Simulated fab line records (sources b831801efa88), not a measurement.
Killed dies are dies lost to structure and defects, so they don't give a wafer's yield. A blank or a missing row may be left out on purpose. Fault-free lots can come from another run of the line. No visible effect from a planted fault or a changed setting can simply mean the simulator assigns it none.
Which tool was responsible? | flow sky130 | 12 lots (36 wafers sampled), 1 step of a 708-step route

WHAT THE GAUGES READ, wafer by wafer
SKY_VIA1_CD_MEAS_12: the cd target is 150 nm. Usual: cd_nm reads 149.7 nm (standard deviation 1.6).
lot  | measured     | on        | cd_nm (nm)        | flag
L613 | day 34 01:06 | cd_sem-01 | 150.6 150.9 150.5 |
L615 | day 34 10:59 | cd_sem-01 | 148.1 148.4 147.7 |
L616 | day 34 20:02 | cd_sem-01 | 151.3 151.7 152.6 |
L618 | day 35 10:30 | cd_sem-02 | 150.9 148.8 149.7 |
L619 | day 35 20:50 | cd_sem-02 | 150.0 148.8 148.7 |
L628 | day 38 19:14 | cd_sem-02 | 150.0 151.3 151.3 |
L629 | day 39 05:36 | cd_sem-02 | 149.6 148.5 148.8 |
L631 | day 39 15:05 | cd_sem-02 | 150.3 149.7 149.5 |
L633 | day 40 05:30 | cd_sem-01 | 150.4 150.8 150.5 |
L634 | day 40 18:31 | cd_sem-02 | 150.9 149.3 148.9 |
L635 | day 40 22:29 | cd_sem-02 | 152.4 152.0 150.1 |
L636 | day 41 03:48 | cd_sem-02 | 148.3 147.5 148.1 |

WHAT TOOL EACH LOT RAN ON (gives the tool, then ch and the chambers of the sampled wafers, and finally the start)
Record: no process step prior to these readings.

AS READ BY THE TOOLS THEMSELVES (means over the sampled wafers that have a number; for cases with no such wafer, the mark the record gives instead)
The record holds no such reading with a usual standard deviation.

THE ANSWER, worked out from the rows above alone
Rule: a lot is off if the mean of its wafers that have a number lies more than 3 standard deviations from the usual mean. A lot without any number at a reading at which 4 lots or more have one is off too. All remaining lots with rows at the step are treated as sound. Order of review: gauges by route order, followed by the tools' own readings, for which a lot's mean as printed above is used. At the first step where some lot is off, the reading lying furthest off is the one used; lots without a number count as furthest.
Nothing can be told from this: no lot is off at any reading shown.

WHAT WAS PUT IN BY THE SIMULATOR
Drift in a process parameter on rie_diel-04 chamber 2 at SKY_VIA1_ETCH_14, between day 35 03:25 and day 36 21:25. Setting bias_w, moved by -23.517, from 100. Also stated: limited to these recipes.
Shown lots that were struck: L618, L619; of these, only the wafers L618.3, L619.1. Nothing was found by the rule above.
